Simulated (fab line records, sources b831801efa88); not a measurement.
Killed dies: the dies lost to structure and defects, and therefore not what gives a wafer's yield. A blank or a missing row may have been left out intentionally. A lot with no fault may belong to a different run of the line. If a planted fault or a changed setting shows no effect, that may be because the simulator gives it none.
Struck lot and sound lot, side by side / flow sky130 / 20 out of 708 route steps
Sound: wafers L822.3, L822.5, L822.6. Struck: wafer L836.3 (L836.2, L836.5, from the same lot, were not struck and are left out); the cause is given at the end.
Per side, at each step with rows, come the tool, then ch with its chambers, and then its first start. Under that, the readings that differ: sound wafers / struck wafers / difference of the means / sigmas: that difference in standard deviations of wafers without a fault.
alike: a reading whose means differ by less than 2 such deviations, as well as words and numbers matching on both sides. not compared: withheld readings; readings where some wafer has no value; bounds like >300 that might hide an equal value; numbers whose values overlap and for which the record gives no deviation.
A row with sigmas, a row that says differs or no value, or rows on one side alone: a step with any of these is where the two part. When numbers do not overlap yet have no deviation, they are printed without sigmas and do not part them. A reading that every wafer of one side lacks parts them only if that side has two wafers or more.

SKY_FIELD_ISO_BOW_MEAS_00:
  struck on film_metro-01, day 5 09:01; sound on film_metro-04, day 2 11:02
  alike: INCOMING_BOW
then, 1 step without rows for these wafers: SKY_FIELD_ISO_OXIDATION_01 (stabilise 600 s, purge 300 s, target thk 12 nm).
SKY_FIELD_ISO_THK_MEAS_02:
  struck on film_metro-04, day 5 11:13; sound on film_metro-01, day 2 14:10
  alike: FIELD_ISO_OXIDATION_00_THK
then, 1 step without rows for these wafers: SKY_FIELD_ISO_CVD_03 (deposits Si3N4 from DCS/NH3, target thk 165 nm, time 2830 s).
SKY_FIELD_ISO_THK_MEAS_04:
  struck on film_metro-04, day 5 13:03; sound on film_metro-01, day 2 16:01
reading=FIELD_ISO_CVD_03_THK (nm); sound=162.2 160.7 162.4; struck=167.7; difference=+5.9; sigmas=+3
then, 5 steps without rows for these wafers: SKY_FIELD_ISO_DEHYDRATE_05 (time 60 s); SKY_FIELD_ISO_HMDS_06 (prime time 60 s); SKY_FIELD_ISO_COAT_07 (resist thk 60 nm); SKY_FIELD_ISO_COAT_08 (resist thk 450 nm); SKY_FIELD_ISO_SOFTBAKE_09 (time 90 s).
SKY_FIELD_ISO_EXPOSE_10: exposes mask FOM, target cd 150 nm.
  sound on krf_scanner-01 ch 0, day 2 23:46; struck on krf_scanner-01 ch 0, day 5 22:05
  alike: mask, focus_offset_nm
then, 2 steps without rows for these wafers: SKY_FIELD_ISO_PEB_11; SKY_FIELD_ISO_DEVELOP_12 (develop time 60 s).
SKY_FIELD_ISO_CD_MEAS_13: the cd target is 150 nm.
  struck on cd_sem-01, day 6 07:07; sound on cd_sem-02, day 3 07:39
reading=cd_nm (nm); sound=151.0 150.5 151.4; struck=86.0; difference=-65.0; sigmas=-36
  not compared: hold
SKY_FIELD_ISO_ETCH_14: etches BARC in N2/H2, stops on SiO2, time 45.9 s, target depth 60 nm.
  sound on rie_diel-02 ch 1,3, day 3 07:44; struck on rie_diel-03 ch 0, day 6 09:05
reading=hold; sound=- - -; struck=await_dispo/1.9h/release; difference=no value on the sound wafers; sigmas=
reading=model.FIELD_ISO.cd_nm (nm); sound=151.2 151.5 151.7; struck=85.7; difference=-65.8; sigmas=
  alike: drypump_motor_current_A, oes_product_au, throttle_valve_pct
  not compared: rf_hours_counter_h
SKY_FIELD_ISO_ETCH_15: etches the open film in CHF3/O2, stops on Si, target depth 180 nm, time 72 s.
  sound on rie_diel-02 ch 1,3, day 3 07:46; struck on rie_diel-03 ch 0, day 6 09:07
reading=oes_product_au (a.u.); sound=0.933 0.924 0.936; struck=0.953; difference=+0.022; sigmas=+3
  alike: drypump_motor_current_A, throttle_valve_pct
  not compared: rf_hours_counter_h
SKY_FIELD_ISO_STRIP_16: strips in O2/N2.
  sound on plasma_asher-01 ch 0,1, day 3 07:52; struck on plasma_asher-03 ch 0, day 6 09:20
  alike: drypump_motor_current_A, oes_product_au, strip_time_to_endpoint_s
  not compared: rf_hours_counter_h
SKY_FIELD_ISO_ETCH_17: etches Si in HBr/Cl2/O2, target depth 342 nm, time 97.7 s.
  sound on rie_si-01 ch 2,3, day 3 07:55; struck on rie_si-01 ch 3, day 6 09:26
reading=oes_product_au (a.u.); sound=0.996 0.991 0.993; struck=1.012; difference=+0.019; sigmas=+2
reading=model.FIELD_ISO.cd_nm (nm); sound=151.3 152 151.1; struck=84.82; difference=-66.65; sigmas=
  alike: drypump_motor_current_A, throttle_valve_pct
  not compared: rf_hours_counter_h
then, 1 step without rows for these wafers: SKY_FIELD_ISO_WET_ETCH_18 (etches Si3N4 in H3PO4, target depth 25 nm, time 286 s).
-- record jumps: 44 days separate the struck wafers' starts on either side; left off in module FIELD_ISO, taken up again in module PAD_OPEN, whose first shown step is the route's number 708 --
SKY_PAD_OPEN_PROBE_99:
  struck on prober-01, day 50 05:55; sound on prober-02, day 47 05:01
reading=hold; sound=- - -; struck=await_dispo/2.7h/release; difference=no value on the sound wafers; sigmas=
reading=killed_at_front_end; sound=16 20 15; struck=415; difference=+398; sigmas=+95
reading=killed_dies; sound=92 90 75; struck=492; difference=+406; sigmas=+43
reading=killed_on_rim; sound=11 13 8; struck=96; difference=+85; sigmas=+22
  alike: killed_at_M0_to_M3, killed_at_M4_up, killed_at_contacts, killed_at_other, killed_open, killed_short

== WHERE THEY PART ==
Earliest at SKY_FIELD_ISO_THK_MEAS_04; latest, in this record, at SKY_PAD_OPEN_PROBE_99.

WHY: what had been put in by the simulator
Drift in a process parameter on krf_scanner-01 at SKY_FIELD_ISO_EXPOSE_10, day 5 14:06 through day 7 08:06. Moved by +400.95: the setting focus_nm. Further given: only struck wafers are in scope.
